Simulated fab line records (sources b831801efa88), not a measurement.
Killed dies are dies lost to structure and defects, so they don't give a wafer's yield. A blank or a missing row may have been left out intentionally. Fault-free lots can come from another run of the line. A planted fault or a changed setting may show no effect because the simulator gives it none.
Matching of chambers ; flow gf180mcu ; GF_V5_CMP_04 on cmp-02: 4 sister chambers
The step polishes SiO2. 4 wafers are shown with their chamber, then 7 later ones without.

## WAFERS, EACH WITH ITS CHAMBER
wafer;chamber;motorCurrentA (A)
L983.3;3;11.3
L985.4;1;10.9
L988.1;0;14.5
L988.2;2;12.3

## WAFERS WITH NO CHAMBER GIVEN
wafer;motorCurrentA (A)
L988.6;10.6
L989.4;14.8
L989.5;10.8
L989.6;15.0
L991.2;11.6
L991.3;10.5
L991.5;10.5

## THE CHAMBER EACH PASSED THROUGH
wafer;from the rows above;in truth
L988.6;can't be placed: 1 or 3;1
L989.4;0;0
L989.5;can't be placed: 1 or 3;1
L989.6;0;0
L991.2;can't be placed: 3 or 1 or 2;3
L991.3;can't be placed: 1 or 3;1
L991.5;can't be placed: 1 or 3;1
Placed correctly: 2 of 7. Unplaceable from these rows: 5, with the true chamber sitting among the candidates in 5. 0 placed wrongly.
How it was worked out, from the rows above alone: a wafer's distance from a chamber is the root of the sum, over the readings, of the square of ((its reading less the chamber's mean) divided by the reading's scatter). If the next closest chamber is less than 2 further off than the closest, the wafer can't be placed; otherwise it belongs to the closest. For every chamber, the mean is computed from those of its wafers that are shown. The scatter (one wafer shown for each chamber): square how far every hidden wafer sits from the nearest shown wafer, average those squares and take the square root.
